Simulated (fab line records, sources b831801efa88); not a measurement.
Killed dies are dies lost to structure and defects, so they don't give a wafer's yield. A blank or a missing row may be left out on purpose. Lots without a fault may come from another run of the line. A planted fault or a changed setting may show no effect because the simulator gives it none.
Chamber matching | flow gf180mcu | GF_V2_CVD_00 on hdpcvd-01: 3 sister chambers
The step deposits SiO2, target thk 600 nm, time 100 s. 3 wafers are shown with their chamber, then 7 later ones without.

WAFERS WITH THEIR CHAMBER
wafer  | chamber | sih4_flow_sccm (sccm)
L539.6 | 2       | 59.78
L540.2 | 1       | 60.32
L540.5 | 0       | 59.58

WAFERS WITHOUT THEIR CHAMBER
wafer  | sih4_flow_sccm (sccm)
L540.6 | 60.05
L542.1 | 59.90
L542.2 | 59.75
L542.6 | 60.22
L543.1 | 60.08
L543.4 | 60.04
L543.6 | 59.64

WHICH CHAMBER EACH WENT THROUGH
wafer  | from the rows above          | in truth
L540.6 | can't be placed: 2 or 1 or 0 | 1
L542.1 | can't be placed: 2 or 0 or 1 | 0
L542.2 | can't be placed: 2 or 0      | 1
L542.6 | can't be placed: 1 or 2      | 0
L543.1 | can't be placed: 1 or 2 or 0 | 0
L543.4 | can't be placed: 2 or 1 or 0 | 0
L543.6 | can't be placed: 0 or 2      | 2
Placed correctly: 0 of 7. Can't be placed from these rows: 7 (the true chamber is among the candidates in 5). Placed wrongly: 0.
How it was worked out, from the rows above alone: a wafer's distance from a chamber is the root of the sum, over the readings, of the square of ((its reading less the chamber's mean) divided by the reading's scatter). The wafer belongs to the nearest chamber; if the next one is less than 2 further off, it can't be placed. A chamber's mean is the mean of its shown wafers. The scatter: with one shown wafer a chamber, the root of the mean of the squares of how far each hidden wafer lies from its nearest shown one.
